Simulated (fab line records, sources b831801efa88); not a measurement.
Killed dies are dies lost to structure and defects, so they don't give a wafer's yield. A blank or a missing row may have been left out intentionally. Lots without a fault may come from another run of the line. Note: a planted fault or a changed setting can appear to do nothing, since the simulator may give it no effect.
fab line records | flow sky130
record lots=6 | wafers=18 | lastDay=50
route steps=708 shown METAL3@567 VIA3@573 PAD_OPEN@708
lots untouched by any fault: they come from a run of this same line in which no faults occurred
startH: hours from the record's first day to the start of the lot's first wafer shown | waitH: hours since the lot's step before | " repeats the value in the row above | L1.1+2: several wafers, shown together as one row | - value missing, or start not given | * or withheld: withheld | < > ~ a bound
route shown NAME@n: names a module that has steps shown in the file, with the first one's number in the route | usual: the fault-free wafers' mean and standard deviation | same: alike in all rows | chamber/n: place in a boat | sites: each site's reading | _std_site: standard deviation across them | _edge_site: outer sites' mean less inner sites' | radiusMm: for every site, how far away it sits from the centre of the wafer | mask NAME#n: copy n | behind: the most recent tool/chamber to have shaped the wafer | hold: what put the lot on hold/how long, in hours/how the hold closed | device: names the non-switching transistor (n, p or np) | end of line: the tests these same wafers got at the end of their route | a step without rows: its recipe alone | killed: dies that structure and defects cost at the first sort, which is not the same as the wafer's yield | map: the dies of a wafer, with x for killed, . for not killed, _ for no die there
set.NAME: the setting that was run; set.NAME@STEP: the one run at that earlier step | model.NAME: the simulator's own value behind a step, which no gauge read
lots at selected steps of the route; one table per step, one row per wafer
services: the hour from which a tool's chamber was out of use, counted from the record's first day as startH (under 0 if before that day), plus the number of hours and why
## steps
# step SKY_METAL3_ETCH_17
# recipe target=SiO2 | stopOn=TiN | chemistry=C4F8/O2/Ar | sourceW=1500 | biasW=1200 | pressureMtorr=40 | c4f8FlowSccm=withheld | O2_flow_sccm=6 | Ar_flow_sccm=300 | timeS=3.9 | targetDepthA=150
# usual oesProductAu=0.753/0.0078
# same timeS=3.9
lot.wafer | tool       | chamber | startH  | waitH | oesProductAu | rfHoursCounterH
L443.1    | rieDiel-04 | 0       | 910.82  | 0.1   | 0.746        | 10
L443.5    | "          | 1       | "       | "     | 0.762        | -
L443.6    | "          | 0       | "       | "     | 0.755        | -
L446.1    | rieDiel-02 | 3       | 928.42  | 0.1   | 0.745        | 20
L446.2    | "          | 2       | "       | "     | 0.749        | 2
L446.5    | "          | 3       | "       | "     | 0.752        | -
L452.1    | rieDiel-04 | 3       | 981.92  | 0.1   | 0.751        | 11
L452.2    | "          | 1       | "       | "     | 0.749        | 10
L452.4    | "          | 3       | "       | "     | 0.757        | -
L454.1    | rieDiel-01 | 3       | 985.83  | 0.1   | 0.750        | 14
L454.2    | "          | 0       | "       | "     | 0.755        | 12
L454.3    | "          | 1       | "       | "     | 0.752        | 10
L461.3    | rieDiel-02 | 0       | 1030.86 | 0.0   | 0.756        | 8
L461.4    | "          | 1       | "       | "     | 0.762        | 13
L461.5    | "          | 2       | "       | "     | 0.746        | -
L463.1    | rieDiel-01 | 3       | 1044.26 | 0.1   | 0.751        | 16
L463.2    | "          | 1       | "       | "     | 0.752        | 12
L463.5    | "          | 2       | "       | "     | 0.757        | -
# step SKY_METAL3_METAL_ETCH_18
# recipe targetDepthA=8450 | stopOn=SiO2 | overEtchFrac=0.3 | timeS=183.1 | chemistry=Cl2/BCl3 | resistSidewallDeg=88 | pressureMtorr=10 | icpW=900 | biasW=48.5 | Cl2_flow_sccm=60 | bcl3FlowSccm=30
# usual drypumpMotorCurrentA=5.62/0.27 | oesProductAu=0.868/0.0061 | throttleValvePct=22.265/0.0083
# same timeS=183.1
lot.wafer | tool        | chamber | startH  | waitH | drypumpMotorCurrentA | oesProductAu | rfHoursCounterH | throttleValvePct
L443.1    | rieMetal-02 | 0       | 910.84  | 0.0   | 6.01                 | 0.859        | 12              | 22.266
L443.5    | "           | 1       | "       | "     | 6.28                 | 0.857        | -               | 22.268
L443.6    | "           | 0       | "       | "     | 6.01                 | 0.871        | -               | 22.259
L446.1    | rieMetal-01 | 1       | 928.44  | 0.0   | 5.58                 | 0.866        | 13              | 22.272
L446.2    | "           | 1       | "       | "     | 5.57                 | 0.864        | -               | 22.258
L446.5    | "           | 1       | "       | "     | 5.56                 | 0.860        | -               | 22.265
L452.1    | rieMetal-03 | 0       | 981.94  | 0.0   | 5.68                 | 0.874        | 16              | 22.258
L452.2    | "           | 1       | "       | "     | 5.37                 | 0.864        | 6               | 22.275
L452.4    | "           | 0       | "       | "     | 5.67                 | 0.867        | -               | 22.270
L454.1    | rieMetal-03 | 0       | 985.84  | 0.0   | 5.68                 | 0.879        | 16              | 22.263
L454.2    | "           | 1       | "       | "     | 5.35                 | 0.867        | 6               | 22.266
L454.3    | "           | 0       | "       | "     | 5.67                 | 0.870        | -               | 22.271
L461.3    | rieMetal-01 | 0       | 1030.94 | 0.1   | 5.37                 | 0.878        | -               | 22.256
L461.4    | "           | 1       | "       | "     | 5.58                 | 0.867        | -               | 22.253
L461.5    | "           | 1       | "       | "     | 5.58                 | 0.872        | -               | 22.266
L463.1    | rieMetal-03 | 0       | 1044.28 | 0.0   | 5.69                 | 0.866        | 20              | 22.237
L463.2    | "           | 1       | "       | "     | 5.34                 | 0.877        | 10              | 22.266
L463.5    | "           | 1       | "       | "     | 5.36                 | 0.875        | -               | 22.273
# step SKY_METAL3_STRIP_19
# recipe chemistry=O2/N2 | powerW=1400 | pressureMtorr=1500 | platenTempC=withheld | o2FlowSccm=3000 | n2FlowSccm=300 | overashFraction=0.5
# usual drypumpMotorCurrentA=5.9/0.43 | oesProductAu=0.504/0.0052 | stripTimeToEndpointS=6.56/0.07
lot.wafer | tool           | chamber | startH  | waitH | drypumpMotorCurrentA | oesProductAu | rfHoursCounterH | stripTimeToEndpointS
L443.1    | plasmaAsher-04 | 0       | 911.02  | 0.1   | 6.3                  | 0.506        | 17              | 6.56
L443.5    | "              | 1       | "       | "     | 6.7                  | 0.502        | -               | 6.59
L443.6    | "              | 0       | "       | "     | 6.3                  | 0.504        | -               | 6.52
L446.1    | plasmaAsher-03 | 0       | 928.80  | 0.3   | 5.2                  | 0.497        | 110             | 6.49
L446.2    | "              | 1       | "       | "     | 6.3                  | 0.507        | 110             | 6.54
L446.5    | "              | 1       | "       | "     | 6.3                  | 0.506        | -               | 6.49
L452.1    | plasmaAsher-01 | 1       | 982.11  | 0.1   | 6.2                  | 0.500        | 88              | 6.57
L452.2    | "              | 0       | "       | "     | 5.5                  | 0.509        | 88              | 6.61
L452.4    | "              | 0       | "       | "     | 5.5                  | 0.496        | -               | 6.54
L454.1    | plasmaAsher-01 | 1       | 986.02  | 0.1   | 6.1                  | 0.501        | 89              | 6.48
L454.2    | "              | 0       | "       | "     | 5.5                  | 0.503        | 89              | 6.45
L454.3    | "              | 1       | "       | "     | 6.1                  | 0.508        | -               | 6.50
L461.3    | plasmaAsher-01 | 0       | 1031.09 | 0.1   | 5.5                  | 0.511        | -               | 6.74
L461.4    | "              | 1       | "       | "     | 6.1                  | 0.507        | -               | 6.77
L461.5    | "              | 1       | "       | "     | 6.1                  | 0.517        | -               | 6.69
L463.1    | plasmaAsher-01 | 0       | 1044.46 | 0.1   | 5.5                  | 0.505        | 94              | 6.42
L463.2    | "              | 1       | "       | "     | 6.1                  | 0.499        | 94              | 6.45
L463.5    | "              | 1       | "       | "     | 6.1                  | 0.496        | -               | 6.44
# step SKY_METAL3_STRIP_20
# recipe chemistry=postEtchResidueRemover | timeS=1200 | tempC=72.5
# step SKY_METAL3_CLEAN_21
# recipe chemistry=IPA | timeS=180 | tempC=25
# step SKY_METAL3_CLEAN_22
# recipe chemistry=O3/DIW | dry=n2Spin
# step SKY_VIA3_HDPCVD_00
# recipe material=SiO2 | targetThkNm=1635 | sigmaOpenFrac=0.3 | timeS=272.5 | tempC=400 | sih4FlowSccm=60 | pressureMtorr=6
# step SKY_VIA3_THK_MEAS_01
# recipe reads=SiO2_of_VIA3_HDPCVD_00
# usual VIA3_HDPCVD_THK=1634/16
lot.wafer | tool         | chamber | startH  | waitH | VIA3_HDPCVD_THK[nm]
L443.1    | filmMetro-03 | -       | 911.78  | 0.1   | 1625
L443.5    | "            | -       | "       | "     | 1630
L443.6    | "            | -       | "       | "     | 1656
L446.1    | filmMetro-01 | -       | 929.57  | 0.1   | 1632
L446.2    | "            | -       | "       | "     | 1648
L446.5    | "            | -       | "       | "     | 1647
L452.1    | filmMetro-02 | -       | 982.90  | 0.1   | 1630
L452.2    | "            | -       | "       | "     | 1634
L452.4    | "            | -       | "       | "     | 1643
L454.1    | filmMetro-02 | -       | 986.78  | 0.1   | 1626
L454.2    | "            | -       | "       | "     | 1614
L454.3    | "            | -       | "       | "     | 1628
L461.3    | filmMetro-02 | -       | 1031.84 | 0.1   | 1636
L461.4    | "            | -       | "       | "     | 1642
L461.5    | "            | -       | "       | "     | 1638
L463.1    | filmMetro-02 | -       | 1045.23 | 0.1   | 1649
L463.2    | "            | -       | "       | "     | 1640
L463.5    | "            | -       | "       | "     | 1650
# step SKY_VIA3_CMP_02
# recipe material=SiO2 | downForcePsi=4 | platenRpm=60 | padVelocityMS=0.94248
# usual motorCurrentA=11.8/1.3
lot.wafer | tool   | chamber | startH  | waitH | motorCurrentA
L443.1    | cmp-02 | 1       | 911.99  | 0.2   | 12.9
L443.6    | "      | 2       | "       | "     | 11.2
L443.5    | "      | 3       | "       | "     | 12.2
L446.1    | cmp-01 | 3       | 929.68  | 0.1   | 10.6
L446.2    | "      | 0       | "       | "     | 10.1
L446.5    | "      | 2       | "       | "     | 11.5
L452.1    | cmp-01 | 0       | 983.01  | 0.1   | 10.2
L452.4    | "      | 1       | "       | "     | 13.1
L452.2    | "      | 2       | "       | "     | 11.3
L454.1    | cmp-02 | 0       | 986.89  | 0.1   | 13.3
L454.2    | "      | 1       | "       | "     | 12.6
L454.3    | "      | 2       | "       | "     | 11.3
L461.3    | cmp-01 | 3       | 1031.88 | 0.0   | 11.1
L461.4    | "      | 2       | "       | "     | 11.1
L461.5    | "      | 0       | "       | "     | 11.0
L463.2    | cmp-01 | 0       | 1045.34 | 0.1   | 10.6
L463.1    | "      | 2       | "       | "     | 11.8
L463.5    | "      | 0       | "       | "     | 10.9
# step SKY_VIA3_BOW_MEAS_03
# recipe mode=bow
# usual VIA3_BOW=78/8.1
lot.wafer | tool         | chamber | startH  | waitH | VIA3_BOW[um]
L443.1    | filmMetro-03 | -       | 912.14  | 0.1   | 66
L443.5    | "            | -       | "       | "     | 70
L443.6    | "            | -       | "       | "     | 79
L446.1    | filmMetro-01 | -       | 929.93  | 0.2   | 83
L446.2    | "            | -       | "       | "     | 84
L446.5    | "            | -       | "       | "     | 92
L452.1    | filmMetro-03 | -       | 983.26  | 0.2   | 98
L452.2    | "            | -       | "       | "     | 77
L452.4    | "            | -       | "       | "     | 82
L454.1    | filmMetro-02 | -       | 987.14  | 0.2   | 74
L454.2    | "            | -       | "       | "     | 86
L454.3    | "            | -       | "       | "     | 82
L461.3    | filmMetro-03 | -       | 1032.22 | 0.3   | 75
L461.4    | "            | -       | "       | "     | 80
L461.5    | "            | -       | "       | "     | 73
L463.1    | filmMetro-03 | -       | 1045.59 | 0.1   | 76
L463.2    | "            | -       | "       | "     | 68
L463.5    | "            | -       | "       | "     | 73
# step SKY_VIA3_DEHYDRATE_04
# recipe tempC=200 | timeS=60
# step SKY_VIA3_HMDS_05
# recipe primeTimeS=60 | primeTempC=120
# step SKY_VIA3_COAT_06
# recipe resist=BARC | tempC=withheld | timeS=withheld | spinRpm=3000 | resistThkNm=60
# usual chillPlateTempC=* | exhaustPa=45.2/0.88 | spinSpeedRpm=3000.4/2.4
lot.wafer | tool          | chamber | startH  | waitH | chillPlateTempC | exhaustPa | spinSpeedRpm
L443.1    | lithoTrack-01 | 0       | 924.13  | 0.1   | *               | 45.1      | 3001.9
L443.5    | "             | 0       | "       | "     | *               | 44.4      | 2999.7
L443.6    | "             | 0       | "       | "     | *               | 45.3      | 3002.0
L446.1    | lithoTrack-02 | 0       | 940.99  | 0.1   | *               | 47.0      | 3001.5
L446.2    | "             | 0       | "       | "     | *               | 46.6      | 3000.0
L446.5    | "             | 0       | "       | "     | *               | 45.9      | 2998.4
L452.1    | lithoTrack-01 | 0       | 994.03  | 0.1   | *               | 44.9      | 3121.8
L452.2    | "             | 0       | "       | "     | *               | 45.8      | 3118.3
L452.4    | "             | 0       | "       | "     | *               | 45.1      | 3119.2
L454.1    | lithoTrack-01 | 0       | 998.53  | 0.1   | *               | 45.0      | 3115.9
L454.2    | "             | 0       | "       | "     | *               | 43.7      | 3118.3
L454.3    | "             | 0       | "       | "     | *               | 44.5      | 3119.3
L461.3    | lithoTrack-02 | 0       | 1042.14 | 0.1   | *               | 44.8      | 2996.3
L461.4    | "             | 0       | "       | "     | *               | 45.6      | 2996.7
L461.5    | "             | 0       | "       | "     | *               | 44.8      | 2995.4
L463.1    | lithoTrack-03 | 0       | 1057.14 | 0.1   | *               | 43.4      | 3001.7
L463.2    | "             | 0       | "       | "     | *               | 45.4      | 3002.6
L463.5    | "             | 0       | "       | "     | *               | 45.9      | 3002.3
# step SKY_VIA3_COAT_07
# recipe resist=KrF-thick | spinRpm=3000 | resistThkNm=450
# step SKY_VIA3_SOFTBAKE_08
# recipe tempC=100 | timeS=90 | resist=KrF-thick
# step SKY_VIA3_EXPOSE_09
# recipe maskId=VIM3 | na=0.8 | sourceShape=annular | sigmaInner=0.55 | sigmaOuter=0.85 | targetCdNm=200 | doseMj=38
# step SKY_VIA3_PEB_10
# recipe pebTempC=withheld | pebTimeS=withheld | resist=KrF-thick
# step SKY_VIA3_DEVELOP_11
# recipe developTimeS=60 | resist=KrF-thick | devTempC=21
# step SKY_VIA3_CD_MEAS_12
# recipe targetCdNm=200
# usual cdNm=200.2/1.3
lot.wafer | tool     | chamber | startH  | waitH | cdNm
L443.1    | cdSem-01 | -       | 936.84  | -     | 200.7
L443.5    | "        | -       | "       | "     | 199.9
L443.6    | "        | -       | "       | "     | 200.0
L446.1    | cdSem-01 | -       | 954.24  | -     | 201.4
L446.2    | "        | -       | "       | "     | 200.6
L446.5    | "        | -       | "       | "     | 201.8
L452.1    | cdSem-02 | -       | 1006.39 | -     | 198.4
L452.2    | "        | -       | "       | "     | 199.3
L452.4    | "        | -       | "       | "     | 199.5
L454.1    | cdSem-01 | -       | 1010.49 | -     | 198.1
L454.2    | "        | -       | "       | "     | 198.1
L454.3    | "        | -       | "       | "     | 197.2
L461.3    | cdSem-01 | -       | 1054.33 | -     | 199.5
L461.4    | "        | -       | "       | "     | 198.9
L461.5    | "        | -       | "       | "     | 200.3
L463.1    | cdSem-01 | -       | 1066.89 | -     | 199.5
L463.2    | "        | -       | "       | "     | 199.7
L463.5    | "        | -       | "       | "     | 200.5
# step SKY_VIA3_OVL_MEAS_13
# usual VIA3_OVL=4/5
lot.wafer | tool       | chamber | startH  | waitH | VIA3_OVL[nm]
L443.1    | overlay-02 | -       | 936.96  | 0.1   | 3
L443.5    | "          | -       | "       | "     | 5
L443.6    | "          | -       | "       | "     | 6
L446.1    | overlay-02 | -       | 954.36  | 0.1   | -10
L446.2    | "          | -       | "       | "     | -4
L446.5    | "          | -       | "       | "     | -3
L452.1    | overlay-02 | -       | 1006.51 | 0.1   | 2
L452.2    | "          | -       | "       | "     | 8
L452.4    | "          | -       | "       | "     | 7
L454.1    | overlay-02 | -       | 1010.61 | 0.1   | -2
L454.2    | "          | -       | "       | "     | 1
L454.3    | "          | -       | "       | "     | 3
L461.3    | overlay-02 | -       | 1054.42 | 0.1   | 6
L461.4    | "          | -       | "       | "     | 1
L461.5    | "          | -       | "       | "     | 2
L463.1    | overlay-01 | -       | 1067.01 | 0.1   | 5
L463.2    | "          | -       | "       | "     | -2
L463.5    | "          | -       | "       | "     | 1
# step SKY_VIA3_ETCH_14
# recipe chemistry=N2/H2 | target=BARC | ionEnergyEv=200 | sourceW=500 | biasW=100 | pressureMtorr=30 | n2FlowSccm=100 | h2FlowSccm=200 | stopOn=SiO2 | timeS=45.9 | targetDepthA=600
# usual drypumpMotorCurrentA=5.6/0.42 | oesProductAu=0.856/0.0046 | throttleValvePct=13.225/0.0087
# same timeS=45.9
lot.wafer | tool       | chamber | startH  | waitH | drypumpMotorCurrentA | oesProductAu | rfHoursCounterH | throttleValvePct | model.etch.depthNm
L443.1    | rieDiel-04 | 2       | 936.99  | 0.0   | 5.3                  | 0.853        | 10              | 13.220           | 60.16
L443.5    | "          | 1       | "       | "     | 5.8                  | 0.857        | -               | 13.235           | 60.11
L443.6    | "          | 2       | "       | "     | 5.3                  | 0.855        | -               | 13.231           | 60.01
L446.1    | rieDiel-03 | 1       | 954.39  | 0.0   | 5.0                  | 0.857        | 20              | 13.236           | 60.18
L446.2    | "          | 3       | "       | "     | 6.5                  | 0.851        | 21              | 13.222           | 60.19
L446.5    | "          | 1       | "       | "     | 5.0                  | 0.857        | -               | 13.234           | 60.15
L452.1    | rieDiel-02 | 0       | 1006.55 | 0.0   | 5.3                  | 0.842        | 7               | 13.226           | 58.74
L452.2    | "          | 2       | "       | "     | 6.1                  | 0.843        | 4               | 13.228           | 58.66
L452.4    | "          | 3       | "       | "     | 5.2                  | 0.850        | 21              | 13.218           | 58.89
L454.1    | rieDiel-02 | 2       | 1010.64 | 0.0   | 6.0                  | 0.847        | 4               | 13.213           | 59.31
L454.2    | "          | 3       | "       | "     | 5.2                  | 0.842        | 21              | 13.220           | 59.21
L454.3    | "          | 1       | "       | "     | 5.5                  | 0.841        | 12              | 13.231           | 59.06
L461.3    | rieDiel-04 | 0       | 1054.45 | 0.0   | 5.2                  | 0.841        | 15              | 13.231           | 59.78
L461.4    | "          | 2       | "       | "     | 5.3                  | 0.854        | 15              | 13.228           | 59.85
L461.5    | "          | 1       | "       | "     | 5.8                  | 0.853        | -               | 13.231           | 59.74
L463.1    | rieDiel-02 | 1       | 1067.05 | 0.0   | 5.5                  | 0.857        | 14              | 13.221           | 59.86
L463.2    | "          | 2       | "       | "     | 6.0                  | 0.850        | 6               | 13.233           | 59.91
L463.5    | "          | 1       | "       | "     | 5.5                  | 0.859        | -               | 13.226           | 60.18
# step SKY_VIA3_ETCH_15
# recipe target=SiO2 | chemistry=C4F8/O2/Ar | targetDepthNm=507 | stopOn=TiN | maskMaterial=KrF-thick | sourceW=1500 | biasW=1200 | pressureMtorr=40 | c4f8FlowSccm=withheld | O2_flow_sccm=6 | Ar_flow_sccm=300 | timeS=78
# usual oesProductAu=0.937/0.0049
# same timeS=78
lot.wafer | tool       | chamber | startH  | waitH | oesProductAu | rfHoursCounterH
L443.1    | rieDiel-04 | 2       | 937.04  | 0.0   | 0.941        | 10
L443.5    | "          | 1       | "       | "     | 0.931        | -
L443.6    | "          | 2       | "       | "     | 0.940        | -
L446.1    | rieDiel-03 | 1       | 954.43  | 0.0   | 0.934        | 20
L446.2    | "          | 3       | "       | "     | 0.934        | 21
L446.5    | "          | 1       | "       | "     | 0.934        | -
L452.1    | rieDiel-02 | 0       | 1006.59 | 0.0   | 0.935        | 7
L452.2    | "          | 2       | "       | "     | 0.934        | 4
L452.4    | "          | 3       | "       | "     | 0.937        | 21
L454.1    | rieDiel-02 | 2       | 1010.68 | 0.0   | 0.940        | 4
L454.2    | "          | 3       | "       | "     | 0.937        | 22
L454.3    | "          | 1       | "       | "     | 0.933        | 12
L461.3    | rieDiel-04 | 0       | 1054.49 | 0.0   | 0.936        | 15
L461.4    | "          | 2       | "       | "     | 0.938        | 15
L461.5    | "          | 1       | "       | "     | 0.938        | -
L463.1    | rieDiel-02 | 1       | 1067.09 | 0.0   | 0.936        | 14
L463.2    | "          | 2       | "       | "     | 0.933        | 6
L463.5    | "          | 1       | "       | "     | 0.945        | -
# step SKY_PAD_OPEN_PROBE_99
# usual defectLimitedYield=82.6/1.9 | killed_at_M0_to_M3=43/7.7 | killed_at_M4_up=2.9/1.7 | killedAtContacts=24/5.5 | killedAtFrontEnd=15/4 | killedAtOther=0.4/0.66 | killedDies=86/9.4 | killedOpen=47/6.7 | killedShort=38/6.2 | sort_bin_3_pad_short=0.8/0.42 | sort_bin_5_function=10.3/1.5 | sort_bin_6_memory=6.4/1.1 | sortNPass=406/9.4 | sortYieldPct=82.6/1.9
# same grossDies=492 | killedAtBackSide=0 | sort_bin_4_leakage[%]=0 | sort_bin_8_speed[%]=0
lot.wafer | tool      | chamber | startH  | waitH | defectLimitedYield[%] | killed_at_M0_to_M3 | killed_at_M4_up | killedAtContacts | killedAtFrontEnd | killedAtOther | killedDies | killedOpen | killedShort | sort_bin_3_pad_short[%] | sort_bin_5_function[%] | sort_bin_6_memory[%] | sortNPass | sortYieldPct[%]
L452.1    | prober-01 | -       | 1138.65 | 0.1   | 84.6                  | 35                 | 4               | 19               | 18               | 0             | 76         | 45         | 31          | 1.2                     | 8.1                    | 6.1                  | 416       | 84.6
L452.2    | prober-01 | -       | 1138.70 | 0.1   | 81.7                  | 44                 | 2               | 25               | 18               | 1             | 90         | 39         | 50          | 1.0                     | 9.1                    | 8.1                  | 402       | 81.7
L452.4    | prober-01 | -       | 1138.80 | 0.2   | 86.4                  | 35                 | 1               | 22               | 9                | 0             | 67         | 33         | 34          | 0.4                     | 10.2                   | 3.0                  | 425       | 86.4
L454.1    | prober-02 | -       | 1144.81 | 0.1   | 79.5                  | 53                 | 6               | 26               | 16               | 0             | 101        | 53         | 47          | 1.2                     | 11.4                   | 7.9                  | 391       | 79.5
L454.2    | prober-02 | -       | 1144.86 | 0.1   | 84.1                  | 40                 | 0               | 18               | 19               | 1             | 78         | 39         | 39          | 1.2                     | 8.1                    | 6.5                  | 414       | 84.1
L454.3    | prober-02 | -       | 1144.91 | 0.2   | 83.5                  | 48                 | 5               | 16               | 12               | 0             | 81         | 41         | 40          | 1.2                     | 8.7                    | 6.5                  | 411       | 83.5
L461.3    | prober-01 | -       | 1177.12 | 0.2   | 85.6                  | 39                 | 3               | 17               | 12               | 0             | 71         | 31         | 39          | 1.0                     | 8.7                    | 4.7                  | 421       | 85.6
L461.4    | prober-01 | -       | 1177.17 | 0.2   | 80.5                  | 53                 | 1               | 25               | 16               | 1             | 96         | 47         | 48          | 1.0                     | 11.8                   | 6.7                  | 396       | 80.5
L461.5    | prober-01 | -       | 1177.22 | 0.2   | 84.3                  | 36                 | 4               | 21               | 16               | 0             | 77         | 44         | 33          | 0.6                     | 10.0                   | 5.1                  | 415       | 84.3
L463.1    | prober-01 | -       | 1188.46 | 0.1   | 86.2                  | 37                 | 3               | 17               | 11               | 0             | 68         | 26         | 42          | 1.4                     | 6.3                    | 6.1                  | 424       | 86.2
L463.2    | prober-01 | -       | 1188.51 | 0.1   | 83.3                  | 47                 | 3               | 21               | 11               | 0             | 82         | 41         | 41          | 0.6                     | 11.0                   | 5.1                  | 410       | 83.3
L463.5    | prober-01 | -       | 1188.66 | 0.2   | 86.8                  | 29                 | 1               | 18               | 17               | 0             | 65         | 37         | 28          | 0.6                     | 7.9                    | 4.7                  | 427       | 86.8
# killed by level:class
L452.1 VIA1:geometricParticle:open=8 VIA2:geometricParticle:open=7 LI_CONTACT:geometricParticle:open=6 VIA3:geometricParticle:open=6 FIELD_ISO:geometricParticle:open=5 LOCAL_INTERCONNECT:geometricParticle:short=5 CONTACT:geometricParticle:open=5 FIELD_ISO:geometricParticle:short=4
L452.2 METAL2:geometricParticle:short=10 CONTACT:geometricParticle:open=9 POLY_GATE:geometricParticle:short=8 VIA3:geometricParticle:open=8 VIA1:geometricParticle:open=7 LI_CONTACT:geometricParticle:open=5 CONTACT:geometricParticle:short=5 LOCAL_INTERCONNECT:geometricParticle:short=4
L452.4 CONTACT:geometricParticle:open=11 VIA1:geometricParticle:open=7 VIA1:geometricParticle:short=5 CONTACT:geometricParticle:short=5 VIA3:geometricParticle:short=5 VIA3:geometricParticle:open=5 VIA2:geometricParticle:short=4 FIELD_ISO:geometricParticle:short=3
L454.1 CONTACT:geometricParticle:open=14 VIA1:geometricParticle:open=11 VIA1:geometricParticle:short=8 LI_CONTACT:geometricParticle:open=7 VIA3:geometricParticle:open=7 METAL1:geometricParticle:short=6 VIA2:geometricParticle:open=6 FIELD_ISO:geometricParticle:short=5
L454.2 VIA1:geometricParticle:open=8 POLY_GATE:geometricParticle:open=6 LOCAL_INTERCONNECT:geometricParticle:short=6 METAL2:geometricParticle:short=6 LI_CONTACT:geometricParticle:open=5 VIA2:geometricParticle:short=5 VIA2:geometricParticle:open=5 FIELD_ISO:geometricParticle:short=4
L454.3 VIA1:geometricParticle:open=12 VIA2:geometricParticle:open=7 METAL1:geometricParticle:short=6 METAL2:geometricParticle:short=6 CONTACT:geometricParticle:short=5 CONTACT:geometricParticle:open=5 VIA3:geometricParticle:short=5 VIA1:geometricParticle:short=5
L461.3 VIA2:geometricParticle:open=8 METAL1:geometricParticle:short=7 VIA2:geometricParticle:short=6 LOCAL_INTERCONNECT:geometricParticle:short=5 VIA1:geometricParticle:open=4 CONTACT:geometricParticle:open=4 METAL1:geometricParticle:open=4 FIELD_ISO:geometricParticle:short=3
L461.4 VIA2:geometricParticle:open=10 VIA1:geometricParticle:open=9 METAL1:geometricParticle:short=8 LI_CONTACT:geometricParticle:open=8 CONTACT:geometricParticle:short=7 CONTACT:geometricParticle:open=6 FIELD_ISO:geometricParticle:short=5 VIA1:geometricParticle:short=5
L461.5 CONTACT:geometricParticle:open=11 LI_CONTACT:geometricParticle:open=7 VIA1:geometricParticle:open=7 METAL1:geometricParticle:short=6 FIELD_ISO:geometricParticle:open=4 FIELD_ISO:geometricParticle:short=4 POLY_GATE:geometricParticle:open=4 METAL4:geometricParticle:short=4
L463.1 METAL2:geometricParticle:short=7 VIA2:geometricParticle:open=6 VIA1:geometricParticle:short=5 CONTACT:geometricParticle:open=5 POLY_GATE:geometricParticle:short=4 LI_CONTACT:geometricParticle:open=4 CONTACT:geometricParticle:short=4 VIA2:geometricParticle:short=4
L463.2 VIA3:geometricParticle:open=10 VIA1:geometricParticle:open=9 CONTACT:geometricParticle:open=7 LI_CONTACT:geometricParticle:open=5 LOCAL_INTERCONNECT:geometricParticle:short=5 METAL1:geometricParticle:short=5 VIA3:geometricParticle:short=5 FIELD_ISO:geometricParticle:open=4
L463.5 CONTACT:geometricParticle:open=7 LOCAL_INTERCONNECT:geometricParticle:short=6 VIA1:geometricParticle:open=6 VIA3:geometricParticle:open=6 FIELD_ISO:geometricParticle:open=5 METAL2:geometricParticle:short=5 VIA2:geometricParticle:open=4 FIELD_ISO:geometricParticle:short=3
## services
tool           | chamber | startH  | hours | kind
rieMetal-01    | -       | 891.33  | 2.8   | pm
rieDiel-03     | 1       | 895.51  | 5.1   | repair
rieMetal-03    | 0       | 898.61  | 4.7   | repair
cmp-02         | -       | 898.97  | 1.1   | repair
rieDiel-03     | 0       | 900.06  | 8.6   | repair
rieDiel-04     | 0       | 901.71  | 4.2   | repair
rieDiel-03     | 1       | 909.86  | 4.5   | repair
cmp-01         | -       | 912.25  | 4.0   | pm
rieMetal-01    | -       | 915.09  | 0.2   | repair
rieDiel-03     | 0       | 919.37  | 7.1   | repair
rieDiel-02     | 0       | 932.67  | 7.7   | repair
rieDiel-02     | 3       | 946.91  | 17.9  | repair
rieDiel-02     | 2       | 956.37  | 7.5   | repair
rieDiel-04     | 3       | 964.89  | 4.4   | repair
rieDiel-04     | 0       | 968.39  | 3.0   | repair
cmp-01         | -       | 969.72  | 2.8   | repair
rieDiel-03     | -       | 970.05  | 15.6  | pm
rieDiel-01     | -       | 974.10  | 0.2   | repair
rieDiel-04     | 0       | 978.14  | 6.9   | repair
plasmaAsher-01 | -       | 995.31  | 2.0   | repair
cmp-01         | -       | 1014.59 | 0.3   | repair
rieDiel-04     | 1       | 1023.51 | 8.9   | repair
rieDiel-02     | -       | 1038.46 | 0.5   | repair
rieDiel-02     | -       | 1040.64 | 1.9   | repair
## key
firstSign step=SKY_VIA3_COAT_06 | reading=spinSpeedRpm | direction=up | sigmas=49 | usual=3000.4 | struck=3118.8
effect none on later readings
modelEffect step=SKY_VIA3_ETCH_14 | value=etch.depthNm | without=60.14 | struck=58.98
metAt SKY_VIA3_COAT_06
struckWafers L452.1,L452.2,L452.4,L454.1,L454.2,L454.3
onsetBetween 924.13 994.03
fault kind=processParameterDrift | tool=lithoTrack-01 | chamber=- | onsetH=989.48 | steps=SKY_VIA3_COAT_06 | channel=spinRpm | offset=119.66 | shape=step | endH=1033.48 | actsIn=theseRecipesOnly | stated=3000
